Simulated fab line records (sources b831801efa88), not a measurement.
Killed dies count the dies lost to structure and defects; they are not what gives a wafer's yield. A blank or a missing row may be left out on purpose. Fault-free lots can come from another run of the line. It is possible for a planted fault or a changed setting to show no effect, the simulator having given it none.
A single fault, viewed from 2 desks :: flow sky130 :: only its own numbers are on each desk; what lay behind them is given at the end

== THE METROLOGY DESK ==
Lot by lot, what the gauges showed, no matter which tool ran the lot: averages of those sampled wafers that carry a number. The brackets show how far a lot's mean lies from the usual mean; more than 4 standard deviations puts the lot out of limits, marked OUT.
Columns: A = SONOS_ONO_CVD_04_THK at SKY_SONOS_ONO_THK_MEAS_05, usual 5.80 nm; B = SONOS_ONO_OVL at SKY_SONOS_ONO_OVL_MEAS_14, usual -0.2 nm; C = GATE_OXIDE_TW at SKY_GATE_OXIDE_TW_MEAS_14, usual 224.8; D = POLY_GATE_CVD_03_THK at SKY_POLY_GATE_THK_MEAS_04, usual 75.2 nm
lot: L878
first seen here: day 12 13:56
A: 5.79
B: 0.3
C: 223.8
D: 74.3

lot: L879
first seen here: day 12 19:49
A: 6.01
B: -0.7
C: 225.7
D: 74.7

lot: L880
first seen here: day 13 06:03
A: 5.64
B: 0.4
C: 223.8
D: 75.6

lot: L881
first seen here: day 13 12:54
A: 5.74
B: -2.1
C: 225.0
D: 75.0

lot: L882
first seen here: day 13 18:05
A: 5.75
B: 0.4
C: 223.9
D: 75.2

lot: L883
first seen here: day 14 11:02
A: 5.96
B: -0.4
C: 224.7
D: 76.3

lot: L884
first seen here: day 15 10:26
A: 5.81
B: -0.5
C: 225.3
D: 75.7

lot: L887
first seen here: day 16 00:07
A: 5.85
B: 0.9
C: 206.6 (-18) OUT
D: 75.4

lot: L889
first seen here: day 16 04:53
A: 5.97
B: 0.1
C: 224.0
D: 75.0

lot: L890
first seen here: day 16 18:12
A: 5.79
B: 0.3
C: 223.6
D: 73.9

lot: L891
first seen here: day 16 22:02
A: 5.93
B: -0.1
C: 225.2
D: 75.6

lot: L892
first seen here: day 17 07:26
A: 5.76
B: -0.1
C: 205.8 (-19) OUT
D: 74.4

lot: L897
first seen here: day 19 01:41
A: 5.81
B: 0.0
C: 225.6
D: 75.4
This desk's finding: out of limits on L887, L892; first on L887, day 18 14:23 (GATE_OXIDE_TW at SKY_GATE_OXIDE_TW_MEAS_14). Within limits: L878, L879, L880, L881, L882, L883, L884, L889, L890, L891, L897.

== TOOL OWNER'S DESK, implanter-02 ==
For each lot that ran on this tool, the mean over its sampled wafers that have a number, from the tool's own readings at SKY_GATE_OXIDE_IMPLANT_11. The brackets show how far a lot's mean lies from the usual mean; more than 4 standard deviations puts the lot out of limits, marked OUT.
Columns: A = dose-ions-cm2 at SKY_GATE_OXIDE_IMPLANT_11, usual 2.5995e+12; B = faraday-current-uA at SKY_GATE_OXIDE_IMPLANT_11, usual 14.72
lot: L879
first seen here: day 15 03:31
A: 2.5986e+12
B: 14.82

lot: L880
first seen here: day 15 14:23
A: 2.5997e+12
B: 14.59

lot: L883
first seen here: day 17 00:01
A: 2.6020e+12
B: 14.68

lot: L887
first seen here: day 18 14:02
A: 1.9370e+12 (-99 or more) OUT
B: 11.02 (-14) OUT

lot: L892
first seen here: day 19 23:20
A: 1.9335e+12 (-99 or more) OUT
B: 10.97 (-14) OUT
This desk's verdict: out of limits on L887, L892, starting with L887 at day 18 14:02 (dose-ions-cm2 at SKY_GATE_OXIDE_IMPLANT_11). Within limits: L879, L880, L883.

== BROUGHT TOGETHER ==
The tool owner's desk could have raised an alarm at day 18 14:02, on L887, L892.
At day 18 14:23 the metrology desk could have sounded an alarm, on L887, L892.
Every lot named ran SKY_GATE_OXIDE_IMPLANT_11 on implanter-02.

== WHAT THE SIMULATOR HAD INSERTED ==
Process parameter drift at SKY_GATE_OXIDE_IMPLANT_11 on implanter-02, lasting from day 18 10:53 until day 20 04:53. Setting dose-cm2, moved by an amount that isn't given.
Struck lots among those shown: L887, L892.
Fault start to first reading out of limits, in hours, per desk: tool owner, 3; metrology, 4.
